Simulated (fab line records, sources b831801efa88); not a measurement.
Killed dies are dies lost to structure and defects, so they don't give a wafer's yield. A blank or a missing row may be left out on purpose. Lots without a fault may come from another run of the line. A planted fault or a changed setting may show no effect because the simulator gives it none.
fab line records | flow sky130
record lots=13 wafers=39 last_day=51
route steps=708 shown LI_CONTACT@377 VIA4@658 METAL5@667 PASSIVATION@684 PAD_OPEN@708
lots that met no fault: from a run of the same line without faults
start_h: hours from the record's first day to the start of the lot's first wafer shown | wait_h: hours since the lot's step before | " the same as in the row above | L1.1+2: a row that stands for several wafers | - no value, or no start given | * or withheld: withheld | < > ~ a bound
route shown NAME@n: a module of which the file shows steps, and the number in the route of the first | usual: mean/standard deviation of fault-free wafers | same: alike in all rows | chamber/n: place in a boat | sites: the reading at each site | _std_site: their standard deviation | _edge_site: outer sites' mean less inner sites' | radius_mm: how far each site lies from the wafer's centre | mask NAME#n: copy n | behind: the tool/chamber that last shaped the wafer | hold: why the lot was held/for how many hours/how that ended | device: the transistor (n, p or np) that didn't switch | end of line: the same wafers' tests at the end of the route | a step without rows: its recipe alone | killed: dies lost to structure and defects at the first sort, not the wafer's yield | map: a wafer's dies, x killed, . not, _ none there
set.NAME: the setting as run; set.NAME@STEP: as run at that earlier step | model.NAME: the simulator's own value behind a step, which no gauge read
steps of the route over a sample of lots; a table a step, a row a wafer
services: from which hour (start_h, from the record's first day; less than 0 if before it) a tool's chamber was out of use, for how many hours, and why
## steps
# step SKY_LI_CONTACT_ETCH_15
# recipe target=PSG chemistry=C4F8/O2/Ar stop_on=Si taper_deg=4.15 mask_material=KrF-thick source_w=1500 bias_w=1200 pressure_mtorr=40 c4f8_flow_sccm=withheld O2_flow_sccm=6 Ar_flow_sccm=300 time_s=withheld target_depth_a=6000
# usual oes_product_au=0.838/0.0044
# columns lot.wafer tool chamber start_h wait_h oes_product_au
L309.1 rie_diel-01 0 661.61 0.0 0.833
L309.3 " 2 " " 0.843
L309.4 " 1 " " 0.839
L311.3 rie_diel-01 2 672.49 0.0 0.837
L311.4 " 0 " " 0.833
L311.6 " 2 " " 0.832
L310.1 rie_diel-02 1 674.59 0.0 0.839
L310.2 " 2 " " 0.839
L310.5 " 2 " " 0.836
L312.1 rie_diel-01 1 693.01 0.0 0.828
L312.2 " 2 " " 0.848
L312.6 " 2 " " 0.835
L317.2 rie_diel-02 2 732.16 0.0 0.837
L317.5 " 1 " " 0.837
L317.6 " 2 " " 0.836
L324.1 rie_diel-01 2 791.92 0.0 0.836
L324.2 " 3 " " 0.839
L324.6 " 0 " " 0.834
L326.2 rie_diel-02 3 822.00 0.0 0.834
L326.3 " 2 " " 0.838
L326.4 " 0 " " 0.834
L327.3 rie_diel-02 2 831.12 0.0 0.834
L327.5 " 0 " " 0.847
L327.6 " 3 " " 0.843
L328.3 rie_diel-02 0 835.95 0.0 0.839
L328.4 " 1 " " 0.830
L328.5 " 0 " " 0.841
L330.2 rie_diel-04 1 850.25 0.0 0.842
L330.5 " 1 " " 0.837
L330.6 " 2 " " 0.842
L329.1 rie_diel-02 2 850.41 0.0 0.830
L329.2 " 1 " " 0.835
L329.4 " 0 " " 0.834
L331.1 rie_diel-01 2 850.76 0.0 0.843
L331.3 " 3 " " 0.837
L331.5 " 1 " " 0.832
L332.1 rie_diel-04 0 891.32 0.0 0.839
L332.2 " 1 " " 0.837
L332.4 " 3 " " 0.844
# step SKY_VIA4_RS_MEAS_19
# recipe thk_meas_gauge=four-point-probe reads=W_of_VIA4_CVD_18+TiN_of_VIA4_SPUTTER_17
# usual VIA4_W_RS=0.2273/0.0023
# columns lot.wafer tool chamber start_h wait_h VIA4_W_RS[ohm/sq]
L309.1 film_metro-02 - 993.23 0.1 0.2274
L309.3 " - " " 0.2262
L309.4 " - " " 0.2254
L311.3 film_metro-02 - 1001.52 0.1 0.2276
L311.4 " - " " 0.2305
L311.6 " - " " 0.2274
L310.1 film_metro-02 - 1004.23 0.1 0.2293
L310.2 " - " " 0.2298
L310.5 " - " " 0.2283
L312.1 film_metro-02 - 1021.13 0.1 0.2238
L312.2 " - " " 0.2263
L312.6 " - " " 0.2260
L317.2 film_metro-03 - 1050.15 0.1 0.2282
L317.5 " - " " 0.2282
L317.6 " - " " 0.2300
L324.1 film_metro-02 - 1096.27 0.1 0.2270
L324.2 " - " " 0.2295
L324.6 " - " " 0.2273
L326.2 film_metro-02 - 1121.11 0.1 0.2281
L326.3 " - " " 0.2279
L326.4 " - " " 0.2282
L327.3 film_metro-01 - 1125.94 0.1 0.2258
L327.5 " - " " 0.2260
L327.6 " - " " 0.2270
L328.3 film_metro-01 - 1129.66 0.1 0.2267
L328.4 " - " " 0.2260
L328.5 " - " " 0.2266
L330.2 film_metro-01 - 1140.90 0.1 0.2272
L330.5 " - " " 0.2280
L330.6 " - " " 0.2274
L329.1 film_metro-03 - 1142.10 0.1 0.2288
L329.2 " - " " 0.2318
L329.4 " - " " 0.2275
L331.1 film_metro-01 - 1142.75 0.1 0.2278
L331.3 " - " " 0.2271
L331.5 " - " " 0.2282
L332.1 film_metro-02 - 1168.66 0.1 0.2209
L332.2 " - " " 0.2237
L332.4 " - " " 0.2226
# step SKY_METAL5_THK_MEAS_06
# recipe thk_meas_gauge=xrf reads=AlCu_of_METAL5_SPUTTER_02
# usual METAL5_ALCU_THK=1184/15
# columns lot.wafer tool chamber start_h wait_h METAL5_ALCU_THK[nm]
L309.1 film_metro-02 - 994.00 0.1 1160
L309.3 " - " " 1156
L309.4 " - " " 1171
L311.3 film_metro-03 - 1002.27 0.1 1196
L311.4 " - " " 1173
L311.6 " - " " 1170
L310.1 film_metro-02 - 1005.03 0.1 1170
L310.2 " - " " 1159
L310.5 " - " " 1156
L312.1 film_metro-04 - 1021.89 0.1 1184
L312.2 " - " " 1182
L312.6 " - " " 1196
L317.2 film_metro-04 - 1051.06 0.1 1160
L317.5 " - " " 1168
L317.6 " - " " 1146
L324.1 film_metro-04 - 1097.04 0.1 1178
L324.2 " - " " 1195
L324.6 " - " " 1190
L326.2 film_metro-03 - 1121.86 0.1 1181
L326.3 " - " " 1188
L326.4 " - " " 1182
L327.3 film_metro-04 - 1126.87 0.1 1179
L327.5 " - " " 1182
L327.6 " - " " 1190
L328.3 film_metro-03 - 1130.40 0.1 1180
L328.4 " - " " 1167
L328.5 " - " " 1167
L330.2 film_metro-02 - 1141.67 0.1 1182
L330.5 " - " " 1189
L330.6 " - " " 1181
L329.1 film_metro-04 - 1142.87 0.1 1192
L329.2 " - " " 1190
L329.4 " - " " 1180
L331.1 film_metro-02 - 1143.51 0.1 1183
L331.3 " - " " 1174
L331.5 " - " " 1173
L332.1 film_metro-04 - 1169.43 0.1 1162
L332.2 " - " " 1171
L332.4 " - " " 1172
# step SKY_PASSIVATION_THK_MEAS_03
# recipe reads=Si3N4_of_PASSIVATION_CVD_02
# usual PASSIVATION_CVD_02_THK=541/7.3
# columns lot.wafer tool chamber start_h wait_h PASSIVATION_CVD_02_THK[nm]
L309.1 film_metro-03 - 1017.70 - 542
L309.3 " - " " 548
L309.4 " - " " 545
L311.3 film_metro-04 - 1025.56 - 535
L311.4 " - " " 547
L311.6 " - " " 559
L310.1 film_metro-04 - 1028.51 - 537
L310.2 " - " " 540
L310.5 " - " " 552
L312.1 film_metro-03 - 1045.32 - 543
L312.2 " - " " 537
L312.6 " - " " 545
L317.2 film_metro-03 - 1072.76 - 536
L317.5 " - " " 522
L317.6 " - " " 536
L324.1 film_metro-01 - 1117.93 - 537
L324.2 " - " " 535
L324.6 " - " " 547
L326.2 film_metro-03 - 1141.55 - 537
L326.3 " - " " 543
L326.4 " - " " 548
L327.3 film_metro-01 - 1146.02 - 534
L327.5 " - " " 548
L327.6 " - " " 543
L328.3 film_metro-04 - 1150.16 - 537
L328.4 " - " " 548
L328.5 " - " " 550
L330.2 film_metro-03 - 1161.01 - 536
L330.5 " - " " 540
L330.6 " - " " 537
L329.1 film_metro-04 - 1161.82 - 540
L329.2 " - " " 533
L329.4 " - " " 540
L331.1 film_metro-04 - 1162.02 - 537
L331.3 " - " " 538
L331.5 " - " " 547
L332.1 film_metro-03 - 1186.77 - 536
L332.2 " - " " 546
L332.4 " - " " 548
# step SKY_PAD_OPEN_PROBE_99
# usual killed_at_M0_to_M3=44/7.2 killed_at_M4_up=3.1/1.7 killed_at_contacts=24/5.2 killed_at_front_end=15/4.1 killed_at_other=0.3/0.61 killed_dies=87/10 killed_open=48/7.5 killed_short=39/6.6
# same gross_dies=492 killed_at_back_side=0
# columns lot.wafer tool chamber start_h wait_h killed_at_M0_to_M3 killed_at_M4_up killed_at_contacts killed_at_front_end killed_at_other killed_dies killed_open killed_short
L317.2 prober-01 - 1115.94 0.1 35 3 57 19 0 114 44 31
L317.5 prober-01 - 1116.09 0.2 50 2 23 18 0 93 50 43
L317.6 prober-01 - 1116.14 0.2 50 1 54 11 0 116 45 34
# killed by level:class
L317.2 LI_CONTACT:unspecified=39 VIA2:geometric_particle:open=9 FIELD_ISO:geometric_particle:short=6 CONTACT:geometric_particle:open=6 VIA1:geometric_particle:open=6 VIA3:geometric_particle:open=6 LI_CONTACT:geometric_particle:open=5 METAL2:geometric_particle:short=4
L317.5 VIA1:geometric_particle:open=14 CONTACT:geometric_particle:open=11 CONTACT:geometric_particle:short=7 VIA3:geometric_particle:open=7 METAL3:geometric_particle:short=7 FIELD_ISO:geometric_particle:open=6 FIELD_ISO:geometric_particle:short=5 POLY_GATE:geometric_particle:short=5
L317.6 LI_CONTACT:unspecified=37 VIA1:geometric_particle:open=13 CONTACT:geometric_particle:open=9 METAL3:geometric_particle:short=7 VIA3:geometric_particle:short=6 VIA2:geometric_particle:open=6 LI_CONTACT:geometric_particle:open=4 METAL1:geometric_particle:short=4
## services
# columns tool chamber start_h hours kind
rie_diel-02 3 638.18 1.3 repair
rie_diel-02 3 667.20 1.8 repair
rie_diel-02 - 667.82 0.4 repair
rie_diel-04 - 671.92 0.5 repair
rie_diel-01 1 683.75 8.1 repair
rie_diel-04 - 687.23 0.8 repair
rie_diel-02 3 696.50 7.9 repair
rie_diel-02 1 704.41 - clean
rie_diel-02 1 704.41 20.9 scheduled_down
rie_diel-02 1 704.41 20.9 vent_cycle
rie_diel-02 - 730.78 0.5 repair
rie_diel-02 - 757.52 1.9 repair
rie_diel-01 2 757.74 1.7 repair
rie_diel-01 1 800.78 4.7 repair
rie_diel-02 0 872.48 1.3 repair
rie_diel-02 1 881.13 3.4 repair
## key
first_sign step=SKY_PAD_OPEN_PROBE_99 reading=killed_at_contacts direction=up sigmas=6.1 usual=24 struck=56
effect step=SKY_PAD_OPEN_PROBE_99 reading=killed_dies direction=up sigmas=2.7 usual=87 struck=115
met_at SKY_LI_CONTACT_ETCH_15
struck_lots L317
struck_wafers L317.2,L317.6
tester_left_out L317
not_acting_at SKY_VIA4_RS_MEAS_19,SKY_METAL5_THK_MEAS_06,SKY_PASSIVATION_THK_MEAS_03
onset_between 674.59 732.16
fault kind=chamber_particle_source tool=rie_diel-02 chamber=2 onset_h=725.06 steps=SKY_LI_CONTACT_ETCH_15 rate_per_visit_cm2=0.7434 end_h=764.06
# tester_left_out: of these lots the tester's yield and bins aren't shown, on N5 and GAA mostly nor the transistor test; their killed dies are dies lost to structure and defects alone, not to doping, threshold or leakage, so they don't give the yield
